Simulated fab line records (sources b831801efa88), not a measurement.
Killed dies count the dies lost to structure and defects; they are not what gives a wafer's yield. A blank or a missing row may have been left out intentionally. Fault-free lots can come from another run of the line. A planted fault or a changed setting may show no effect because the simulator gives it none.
fab line records -- flow gf180mcu
record lots=24, wafers=72, last-day=34
route steps=602 shown STI@1 MVSD@136 CONTACT@288 M2@376 V2@397
lots untouched by any fault: they come from a run of this same line in which no faults occurred
start-h: start of the lot's first displayed wafer, in hours after the record's first day -- wait-h: time in hours since the lot's previous step -- " as in the row above -- L1.1+2: a row that stands for several wafers -- - no value, or no start was given -- * or withheld: withheld -- < > ~ a bound
route shown NAME@n: NAME is a module with steps in the file, n the number in the route of the first one -- usual: mean/standard deviation of fault-free wafers -- same: alike in all rows -- chamber/n: place in a boat -- sites: the reading at each site -- _std_site: the standard deviation of these -- _edge_site: the outer-site mean with the inner-site mean subtracted -- radius-mm: how far each site lies from the wafer's centre -- mask NAME#n: copy n -- behind: the tool/chamber that last shaped the wafer -- hold: the reason the lot was held/the length of the hold in hours/how it ended -- device: the transistor (n, p or np) that didn't switch -- end of line: at the end of the route, the tests of the same wafers -- where a step has no rows: the recipe by itself -- killed: dies lost to structure and defects at the first sort, not the wafer's yield -- map: dies across one wafer; x = killed, . = not, _ = none there
set.NAME: the setting the step ran with; set.NAME@STEP: the setting that earlier step ran with -- model.NAME: the simulator's own value behind a step, which no gauge read
a sample of lots followed through the steps of the route, with each step as a table and each wafer as a row
## steps
# step GF_STI_BOW_MEAS_00
# recipe mode=bow
# usual INCOMING_BOW=0/6.7
lot.wafer,tool,chamber,start-h,wait-h,INCOMING_BOW[um]
L074.3,film-metro-01,-,10.04,-,7
L074.4,film-metro-01,-,10.04,-,-4
L074.5,film-metro-01,-,10.04,-,-4
L075.1,film-metro-01,-,15.00,-,6
L075.3,film-metro-01,-,15.00,-,2
L075.6,film-metro-01,-,15.00,-,3
L076.2,film-metro-01,-,20.02,-,-3
L076.3,film-metro-01,-,20.02,-,-6
L076.4,film-metro-01,-,20.02,-,-5
L077.2,film-metro-02,-,25.02,-,4
L077.3,film-metro-02,-,25.02,-,-4
L077.5,film-metro-02,-,25.02,-,6
L078.1,film-metro-01,-,30.00,-,-4
L078.2,film-metro-01,-,30.00,-,-2
L078.6,film-metro-01,-,30.00,-,-1
L079.3,film-metro-02,-,35.04,-,7
L079.5,film-metro-02,-,35.04,-,-6
L079.6,film-metro-02,-,35.04,-,-3
L080.3,film-metro-03,-,40.04,-,3
L080.4,film-metro-03,-,40.04,-,-5
L080.5,film-metro-03,-,40.04,-,0
L081.2,film-metro-02,-,45.02,-,-4
L081.3,film-metro-02,-,45.02,-,8
L081.5,film-metro-02,-,45.02,-,-2
L082.2,film-metro-01,-,50.02,-,6
L082.3,film-metro-01,-,50.02,-,0
L082.6,film-metro-01,-,50.02,-,-8
L083.1,film-metro-02,-,55.00,-,0
L083.5,film-metro-02,-,55.00,-,3
L083.6,film-metro-02,-,55.00,-,-1
L084.2,film-metro-01,-,60.02,-,-9
L084.4,film-metro-01,-,60.02,-,-5
L084.6,film-metro-01,-,60.02,-,0
L085.2,film-metro-03,-,65.02,-,-10
L085.4,film-metro-03,-,65.02,-,-2
L085.5,film-metro-03,-,65.02,-,5
L086.3,film-metro-01,-,70.04,-,7
L086.4,film-metro-01,-,70.04,-,-2
L086.6,film-metro-01,-,70.04,-,-9
L087.2,film-metro-02,-,75.02,-,-2
L087.3,film-metro-02,-,75.02,-,3
L087.5,film-metro-02,-,75.02,-,-3
L088.1,film-metro-02,-,80.00,-,0
L088.3,film-metro-02,-,80.00,-,6
L088.6,film-metro-02,-,80.00,-,0
L089.3,film-metro-03,-,85.04,-,3
L089.4,film-metro-03,-,85.04,-,1
L089.6,film-metro-03,-,85.04,-,8
L090.1,film-metro-03,-,90.00,-,-15
L090.2,film-metro-03,-,90.00,-,-2
L090.3,film-metro-03,-,90.00,-,0
L091.1,film-metro-02,-,95.00,-,-4
L091.3,film-metro-02,-,95.00,-,-15
L091.6,film-metro-02,-,95.00,-,17
L092.3,film-metro-01,-,100.04,-,-21
L092.4,film-metro-01,-,100.04,-,-5
L092.6,film-metro-01,-,100.04,-,-3
L093.2,film-metro-02,-,105.02,-,8
L093.3,film-metro-02,-,105.02,-,-1
L093.4,film-metro-02,-,105.02,-,-2
L094.2,film-metro-02,-,110.02,-,-2
L094.5,film-metro-02,-,110.02,-,-5
L094.6,film-metro-02,-,110.02,-,-8
L095.1,film-metro-03,-,115.00,-,3
L095.3,film-metro-03,-,115.00,-,3
L095.5,film-metro-03,-,115.00,-,-5
L096.1,film-metro-01,-,120.00,-,17
L096.2,film-metro-01,-,120.00,-,-4
L096.6,film-metro-01,-,120.00,-,3
L097.3,film-metro-03,-,125.04,-,-2
L097.4,film-metro-03,-,125.04,-,-13
L097.5,film-metro-03,-,125.04,-,-7
# step GF_VT_IMPLANT_RS_MEAS_46
# recipe thk-meas-gauge=four-point-probe
# usual MVSD_RS=456.9/0.98
lot.wafer,tool,chamber,start-h,wait-h,MVSD_RS[ohm/sq]
L074.3,film-metro-04,-,156.62,0.1,458.5
L074.4,film-metro-04,-,156.62,0.1,458.0
L074.5,film-metro-04,-,156.62,0.1,457.7
L075.1,film-metro-01,-,163.30,0.1,456.1
L075.3,film-metro-01,-,163.30,0.1,456.6
L075.6,film-metro-01,-,163.30,0.1,455.9
L076.2,film-metro-04,-,172.21,0.1,455.8
L076.3,film-metro-04,-,172.21,0.1,457.0
L076.4,film-metro-04,-,172.21,0.1,456.6
L077.2,film-metro-03,-,178.50,0.1,456.4
L077.3,film-metro-03,-,178.50,0.1,456.9
L077.5,film-metro-03,-,178.50,0.1,456.6
L078.1,film-metro-01,-,182.93,0.1,456.4
L078.2,film-metro-01,-,182.93,0.1,456.9
L078.6,film-metro-01,-,182.93,0.1,455.8
L079.3,film-metro-03,-,194.22,0.1,459.0
L079.5,film-metro-03,-,194.22,0.1,458.5
L079.6,film-metro-03,-,194.22,0.1,457.8
L080.3,film-metro-01,-,198.79,0.1,457.5
L080.4,film-metro-01,-,198.79,0.1,458.1
L080.5,film-metro-01,-,198.79,0.1,455.4
L081.2,film-metro-01,-,205.95,0.1,457.8
L081.3,film-metro-01,-,205.95,0.1,455.8
L081.5,film-metro-01,-,205.95,0.1,456.4
L082.2,film-metro-01,-,211.82,0.1,457.8
L082.3,film-metro-01,-,211.82,0.1,458.4
L082.6,film-metro-01,-,211.82,0.1,456.1
L083.1,film-metro-01,-,219.78,0.1,456.7
L083.5,film-metro-01,-,219.78,0.1,457.3
L083.6,film-metro-01,-,219.78,0.1,457.3
L084.2,film-metro-01,-,225.07,0.1,457.5
L084.4,film-metro-01,-,225.07,0.1,456.4
L084.6,film-metro-01,-,225.07,0.1,458.3
L085.2,film-metro-03,-,229.77,0.1,456.6
L085.4,film-metro-03,-,229.77,0.1,455.8
L085.5,film-metro-03,-,229.77,0.1,456.0
L086.3,film-metro-03,-,234.78,0.1,456.5
L086.4,film-metro-03,-,234.78,0.1,456.3
L086.6,film-metro-03,-,234.78,0.1,456.0
L087.2,film-metro-01,-,247.12,0.1,457.2
L087.3,film-metro-01,-,247.12,0.1,456.4
L087.5,film-metro-01,-,247.12,0.1,457.8
L088.1,film-metro-01,-,251.40,0.1,457.4
L088.3,film-metro-01,-,251.40,0.1,456.7
L088.6,film-metro-01,-,251.40,0.1,457.0
L089.3,film-metro-03,-,260.69,0.1,456.9
L089.4,film-metro-03,-,260.69,0.1,457.3
L089.6,film-metro-03,-,260.69,0.1,457.4
L090.1,film-metro-03,-,263.69,0.1,458.0
L090.2,film-metro-03,-,263.69,0.1,457.2
L090.3,film-metro-03,-,263.69,0.1,457.8
L091.1,film-metro-03,-,270.38,0.1,457.3
L091.3,film-metro-03,-,270.38,0.1,457.8
L091.6,film-metro-03,-,270.38,0.1,457.9
L092.3,film-metro-01,-,279.53,0.1,457.4
L092.4,film-metro-01,-,279.53,0.1,456.4
L092.6,film-metro-01,-,279.53,0.1,457.1
L093.2,film-metro-01,-,283.56,0.1,457.5
L093.3,film-metro-01,-,283.56,0.1,456.5
L093.4,film-metro-01,-,283.56,0.1,457.2
L094.2,film-metro-01,-,291.51,0.1,455.2
L094.5,film-metro-01,-,291.51,0.1,456.0
L094.6,film-metro-01,-,291.51,0.1,456.1
L095.1,film-metro-01,-,296.19,0.1,458.5
L095.3,film-metro-01,-,296.19,0.1,457.4
L095.5,film-metro-01,-,296.19,0.1,457.1
L096.1,film-metro-04,-,305.68,0.1,457.0
L096.2,film-metro-04,-,305.68,0.1,457.9
L096.6,film-metro-04,-,305.68,0.1,457.2
L097.3,film-metro-01,-,310.98,0.1,455.5
L097.4,film-metro-01,-,310.98,0.1,455.0
L097.5,film-metro-01,-,310.98,0.1,455.2
# step GF_CONTACT_THK_MEAS_01
# recipe reads=SiO2_of_CONTACT_CVD_00
# usual CONTACT_CVD_00_THK=301/3.4
lot.wafer,tool,chamber,start-h,wait-h,CONTACT_CVD_00_THK[nm]
L074.3,film-metro-01,-,343.12,0.0,300
L074.4,film-metro-01,-,343.12,0.0,300
L074.5,film-metro-01,-,343.12,0.0,300
L075.1,film-metro-04,-,349.10,0.0,298
L075.3,film-metro-04,-,349.10,0.0,296
L075.6,film-metro-04,-,349.10,0.0,295
L076.2,film-metro-04,-,359.80,0.0,302
L076.3,film-metro-04,-,359.80,0.0,298
L076.4,film-metro-04,-,359.80,0.0,304
L077.2,film-metro-04,-,370.96,0.0,305
L077.3,film-metro-04,-,370.96,0.0,304
L077.5,film-metro-04,-,370.96,0.0,302
L078.1,film-metro-04,-,376.39,0.0,302
L078.2,film-metro-04,-,376.39,0.0,299
L078.6,film-metro-04,-,376.39,0.0,300
L079.3,film-metro-04,-,389.33,0.0,299
L079.5,film-metro-04,-,389.33,0.0,297
L079.6,film-metro-04,-,389.33,0.0,299
L080.3,film-metro-03,-,399.86,0.0,297
L080.4,film-metro-03,-,399.86,0.0,294
L080.5,film-metro-03,-,399.86,0.0,301
L081.2,film-metro-03,-,405.73,0.0,295
L081.3,film-metro-03,-,405.73,0.0,302
L081.5,film-metro-03,-,405.73,0.0,299
L082.2,film-metro-01,-,411.14,0.0,305
L082.3,film-metro-01,-,411.14,0.0,305
L082.6,film-metro-01,-,411.14,0.0,311
L083.1,film-metro-04,-,422.67,0.0,298
L083.5,film-metro-04,-,422.67,0.0,295
L083.6,film-metro-04,-,422.67,0.0,297
L084.2,film-metro-01,-,432.88,0.0,299
L084.4,film-metro-01,-,432.88,0.0,299
L084.6,film-metro-01,-,432.88,0.0,298
L085.2,film-metro-01,-,438.15,0.0,301
L085.4,film-metro-01,-,438.15,0.0,302
L085.5,film-metro-01,-,438.15,0.0,304
L086.3,film-metro-04,-,439.95,0.0,305
L086.4,film-metro-04,-,439.95,0.0,301
L086.6,film-metro-04,-,439.95,0.0,304
L087.2,film-metro-03,-,455.52,0.0,299
L087.3,film-metro-03,-,455.52,0.0,294
L087.5,film-metro-03,-,455.52,0.0,299
L088.1,film-metro-04,-,462.90,0.0,301
L088.3,film-metro-04,-,462.90,0.0,300
L088.6,film-metro-04,-,462.90,0.0,302
L089.3,film-metro-01,-,473.43,0.0,303
L089.4,film-metro-01,-,473.43,0.0,301
L089.6,film-metro-01,-,473.43,0.0,304
L090.1,film-metro-04,-,478.42,0.0,301
L090.2,film-metro-04,-,478.42,0.0,301
L090.3,film-metro-04,-,478.42,0.0,299
L091.1,film-metro-03,-,486.44,0.0,304
L091.3,film-metro-03,-,486.44,0.0,305
L091.6,film-metro-03,-,486.44,0.0,303
L092.3,film-metro-03,-,496.90,0.0,305
L092.4,film-metro-03,-,496.90,0.0,300
L092.6,film-metro-03,-,496.90,0.0,304
L093.2,film-metro-01,-,505.05,0.0,296
L093.3,film-metro-01,-,505.05,0.0,298
L093.4,film-metro-01,-,505.05,0.0,299
L094.2,film-metro-04,-,509.90,0.0,306
L094.5,film-metro-04,-,509.90,0.0,305
L094.6,film-metro-04,-,509.90,0.0,304
L095.1,film-metro-04,-,517.46,0.0,305
L095.3,film-metro-04,-,517.46,0.0,300
L095.5,film-metro-04,-,517.46,0.0,300
L096.1,film-metro-03,-,531.93,0.0,301
L096.2,film-metro-03,-,531.93,0.0,302
L096.6,film-metro-03,-,531.93,0.0,300
L097.3,film-metro-04,-,532.47,0.0,300
L097.4,film-metro-04,-,532.47,0.0,301
L097.5,film-metro-04,-,532.47,0.0,306
# step GF_M2_CD_MEAS_14
# recipe target-cd-nm=280
# usual cd-nm=279.9/1.1
lot.wafer,tool,chamber,start-h,wait-h,cd-nm
L074.3,cd-sem-01,-,439.64,0.1,280.2
L074.4,cd-sem-01,-,439.64,0.1,279.9
L074.5,cd-sem-01,-,439.64,0.1,280.3
L075.1,cd-sem-02,-,447.51,0.2,280.6
L075.3,cd-sem-02,-,447.51,0.2,280.0
L075.6,cd-sem-02,-,447.51,0.2,278.5
L076.2,cd-sem-01,-,458.99,0.1,280.8
L076.3,cd-sem-01,-,458.99,0.1,279.4
L076.4,cd-sem-01,-,458.99,0.1,280.3
L077.2,cd-sem-01,-,471.07,0.1,279.4
L077.3,cd-sem-01,-,471.07,0.1,279.2
L077.5,cd-sem-01,-,471.07,0.1,279.9
L078.1,cd-sem-01,-,476.87,0.1,280.3
L078.2,cd-sem-01,-,476.87,0.1,280.7
L078.6,cd-sem-01,-,476.87,0.1,279.5
L079.3,cd-sem-02,-,491.14,0.1,280.2
L079.5,cd-sem-02,-,491.14,0.1,278.7
L079.6,cd-sem-02,-,491.14,0.1,278.4
L080.3,cd-sem-01,-,499.97,0.1,280.5
L080.4,cd-sem-01,-,499.97,0.1,279.9
L080.5,cd-sem-01,-,499.97,0.1,279.4
L081.2,cd-sem-01,-,506.81,0.1,280.7
L081.3,cd-sem-01,-,506.81,0.1,280.6
L081.5,cd-sem-01,-,506.81,0.1,280.5
L082.2,cd-sem-02,-,512.84,0.1,279.6
L082.3,cd-sem-02,-,512.84,0.1,279.7
L082.6,cd-sem-02,-,512.84,0.1,279.0
L083.1,cd-sem-01,-,523.88,0.1,282.2
L083.5,cd-sem-01,-,523.88,0.1,281.7
L083.6,cd-sem-01,-,523.88,0.1,281.5
L084.2,cd-sem-01,-,532.95,0.1,279.7
L084.4,cd-sem-01,-,532.95,0.1,278.7
L084.6,cd-sem-01,-,532.95,0.1,278.5
L085.2,cd-sem-02,-,538.80,0.1,280.7
L085.4,cd-sem-02,-,538.80,0.1,279.1
L085.5,cd-sem-02,-,538.80,0.1,281.6
L086.3,cd-sem-02,-,539.43,0.1,280.5
L086.4,cd-sem-02,-,539.43,0.1,281.6
L086.6,cd-sem-02,-,539.43,0.1,281.9
L087.2,cd-sem-01,-,555.54,0.1,280.7
L087.3,cd-sem-01,-,555.54,0.1,280.7
L087.5,cd-sem-01,-,555.54,0.1,280.6
L088.1,cd-sem-02,-,560.77,0.1,279.4
L088.3,cd-sem-02,-,560.77,0.1,279.6
L088.6,cd-sem-02,-,560.77,0.1,278.6
L089.3,cd-sem-01,-,570.12,0.1,280.5
L089.4,cd-sem-01,-,570.12,0.1,280.3
L089.6,cd-sem-01,-,570.12,0.1,280.9
L090.1,cd-sem-01,-,574.57,0.1,279.8
L090.2,cd-sem-01,-,574.57,0.1,280.4
L090.3,cd-sem-01,-,574.57,0.1,279.3
L091.1,cd-sem-01,-,583.13,0.1,278.7
L091.3,cd-sem-01,-,583.13,0.1,276.5
L091.6,cd-sem-01,-,583.13,0.1,278.4
L092.3,cd-sem-02,-,591.47,0.1,278.6
L092.4,cd-sem-02,-,591.47,0.1,277.8
L092.6,cd-sem-02,-,591.47,0.1,278.4
L093.2,cd-sem-02,-,599.36,0.1,279.3
L093.3,cd-sem-02,-,599.36,0.1,279.4
L093.4,cd-sem-02,-,599.36,0.1,278.1
L094.2,cd-sem-01,-,604.54,0.1,280.8
L094.5,cd-sem-01,-,604.54,0.1,282.6
L094.6,cd-sem-01,-,604.54,0.1,282.3
L095.1,cd-sem-01,-,610.96,0.2,280.7
L095.3,cd-sem-01,-,610.96,0.2,280.3
L095.5,cd-sem-01,-,610.96,0.2,280.9
L096.1,cd-sem-02,-,622.07,0.1,278.8
L096.2,cd-sem-02,-,622.07,0.1,279.2
L096.6,cd-sem-02,-,622.07,0.1,278.6
L097.3,cd-sem-01,-,623.25,0.2,279.1
L097.4,cd-sem-01,-,623.25,0.2,280.1
L097.5,cd-sem-01,-,623.25,0.2,278.4
# step GF_M2_OVL_MEAS_15
# usual M2_OVL=0/6.2
lot.wafer,tool,chamber,start-h,wait-h,M2_OVL[nm]
L074.3,overlay-01,-,439.73,0.1,-2
L074.4,overlay-01,-,439.73,0.1,0
L074.5,overlay-01,-,439.73,0.1,-3
L075.1,overlay-02,-,447.63,0.1,-13
L075.3,overlay-02,-,447.63,0.1,-1
L075.6,overlay-02,-,447.63,0.1,-1
L076.2,overlay-02,-,459.10,0.1,3
L076.3,overlay-02,-,459.10,0.1,7
L076.4,overlay-02,-,459.10,0.1,4
L077.2,overlay-02,-,471.17,0.1,11
L077.3,overlay-02,-,471.17,0.1,8
L077.5,overlay-02,-,471.17,0.1,7
L078.1,overlay-02,-,476.99,0.1,3
L078.2,overlay-02,-,476.99,0.1,8
L078.6,overlay-02,-,476.99,0.1,10
L079.3,overlay-02,-,491.23,0.1,2
L079.5,overlay-02,-,491.23,0.1,1
L079.6,overlay-02,-,491.23,0.1,-2
L080.3,overlay-02,-,500.06,0.1,3
L080.4,overlay-02,-,500.06,0.1,5
L080.5,overlay-02,-,500.06,0.1,1
L081.2,overlay-02,-,506.92,0.1,-2
L081.3,overlay-02,-,506.92,0.1,-6
L081.5,overlay-02,-,506.92,0.1,-8
L082.2,overlay-01,-,512.94,0.1,10
L082.3,overlay-01,-,512.94,0.1,0
L082.6,overlay-01,-,512.94,0.1,5
L083.1,overlay-02,-,524.00,0.1,-1
L083.5,overlay-02,-,524.00,0.1,-3
L083.6,overlay-02,-,524.00,0.1,-5
L084.2,overlay-02,-,533.05,0.1,4
L084.4,overlay-02,-,533.05,0.1,10
L084.6,overlay-02,-,533.05,0.1,9
L085.2,overlay-01,-,538.90,0.1,4
L085.4,overlay-01,-,538.90,0.1,-6
L085.5,overlay-01,-,538.90,0.1,-7
L086.3,overlay-01,-,539.53,0.1,-1
L086.4,overlay-01,-,539.53,0.1,6
L086.6,overlay-01,-,539.53,0.1,-3
L087.2,overlay-02,-,555.64,0.1,-1
L087.3,overlay-02,-,555.64,0.1,-2
L087.5,overlay-02,-,555.64,0.1,-7
L088.1,overlay-01,-,560.89,0.1,15
L088.3,overlay-01,-,560.89,0.1,11
L088.6,overlay-01,-,560.89,0.1,7
L089.3,overlay-01,-,570.21,0.1,4
L089.4,overlay-01,-,570.21,0.1,0
L089.6,overlay-01,-,570.21,0.1,-3
L090.1,overlay-01,-,574.69,0.1,7
L090.2,overlay-01,-,574.69,0.1,4
L090.3,overlay-01,-,574.69,0.1,8
L091.1,overlay-01,-,583.25,0.1,4
L091.3,overlay-01,-,583.25,0.1,4
L091.6,overlay-01,-,583.25,0.1,-4
L092.3,overlay-01,-,591.56,0.1,-7
L092.4,overlay-01,-,591.56,0.1,-9
L092.6,overlay-01,-,591.56,0.1,-2
L093.2,overlay-01,-,599.47,0.1,-5
L093.3,overlay-01,-,599.47,0.1,-5
L093.4,overlay-01,-,599.47,0.1,-4
L094.2,overlay-01,-,604.64,0.1,-10
L094.5,overlay-01,-,604.64,0.1,-9
L094.6,overlay-01,-,604.64,0.1,-5
L095.1,overlay-02,-,611.08,0.1,-12
L095.3,overlay-02,-,611.08,0.1,-10
L095.5,overlay-02,-,611.08,0.1,-10
L096.1,overlay-02,-,622.19,0.1,-9
L096.2,overlay-02,-,622.19,0.1,-2
L096.6,overlay-02,-,622.19,0.1,2
L097.3,overlay-01,-,623.35,0.1,10
L097.4,overlay-01,-,623.35,0.1,4
L097.5,overlay-01,-,623.35,0.1,13
# step GF_V2_OVL_MEAS_15
# usual V2_OVL=-1/5.7
lot.wafer,tool,chamber,start-h,wait-h,V2_OVL[nm]
L074.3,overlay-01,-,465.60,0.1,1
L074.4,overlay-01,-,465.60,0.1,-9
L074.5,overlay-01,-,465.60,0.1,0
L075.1,overlay-01,-,473.36,0.1,5
L075.3,overlay-01,-,473.36,0.1,8
L075.6,overlay-01,-,473.36,0.1,1
L076.2,overlay-01,-,484.16,0.1,-1
L076.3,overlay-01,-,484.16,0.1,-6
L076.4,overlay-01,-,484.16,0.1,4
L077.2,overlay-02,-,496.56,0.1,-4
L077.3,overlay-02,-,496.56,0.1,4
L077.5,overlay-02,-,496.56,0.1,6
L078.1,overlay-02,-,502.17,0.1,3
L078.2,overlay-02,-,502.17,0.1,-4
L078.6,overlay-02,-,502.17,0.1,-6
L079.3,overlay-02,-,516.02,0.1,-1
L079.5,overlay-02,-,516.02,0.1,-7
L079.6,overlay-02,-,516.02,0.1,4
L080.3,overlay-01,-,524.92,0.1,0
L080.4,overlay-01,-,524.92,0.1,-2
L080.5,overlay-01,-,524.92,0.1,2
L081.2,overlay-01,-,531.69,0.1,4
L081.3,overlay-01,-,531.69,0.1,-6
L081.5,overlay-01,-,531.69,0.1,-1
L082.2,overlay-02,-,537.36,0.1,-11
L082.3,overlay-02,-,537.36,0.1,0
L082.6,overlay-02,-,537.36,0.1,-11
L083.1,overlay-01,-,548.11,0.1,-1
L083.5,overlay-01,-,548.11,0.1,3
L083.6,overlay-01,-,548.11,0.1,10
L084.2,overlay-01,-,557.26,0.1,-6
L084.4,overlay-01,-,557.26,0.1,-3
L084.6,overlay-01,-,557.26,0.1,-1
L085.2,overlay-01,-,562.96,0.1,9
L085.4,overlay-01,-,562.96,0.1,4
L085.5,overlay-01,-,562.96,0.1,1
L086.3,overlay-02,-,563.05,0.1,0
L086.4,overlay-02,-,563.05,0.1,8
L086.6,overlay-02,-,563.05,0.1,1
L087.2,overlay-02,-,578.81,0.1,-7
L087.3,overlay-02,-,578.81,0.1,2
L087.5,overlay-02,-,578.81,0.1,-4
L088.1,overlay-01,-,583.49,0.1,-4
L088.3,overlay-01,-,583.49,0.1,-3
L088.6,overlay-01,-,583.49,0.1,7
L089.3,overlay-02,-,592.65,0.1,10
L089.4,overlay-02,-,592.65,0.1,-4
L089.6,overlay-02,-,592.65,0.1,2
L090.1,overlay-01,-,598.21,0.1,-2
L090.2,overlay-01,-,598.21,0.1,5
L090.3,overlay-01,-,598.21,0.1,0
L091.1,overlay-02,-,606.19,0.1,-1
L091.3,overlay-02,-,606.19,0.1,4
L091.6,overlay-02,-,606.19,0.1,-7
L092.3,overlay-02,-,614.13,0.1,1
L092.4,overlay-02,-,614.13,0.1,-7
L092.6,overlay-02,-,614.13,0.1,-8
L093.2,overlay-02,-,621.21,0.1,-7
L093.3,overlay-02,-,621.21,0.1,-6
L093.4,overlay-02,-,621.21,0.1,-12
L094.2,overlay-02,-,626.44,0.1,-12
L094.5,overlay-02,-,626.44,0.1,4
L094.6,overlay-02,-,626.44,0.1,-9
L095.1,overlay-02,-,633.11,0.1,-4
L095.3,overlay-02,-,633.11,0.1,-2
L095.5,overlay-02,-,633.11,0.1,-3
L096.1,overlay-02,-,644.21,0.1,-9
L096.2,overlay-02,-,644.21,0.1,-6
L096.6,overlay-02,-,644.21,0.1,-14
L097.3,overlay-02,-,645.48,0.1,-2
L097.4,overlay-02,-,645.48,0.1,-4
L097.5,overlay-02,-,645.48,0.1,5
## key
fault none
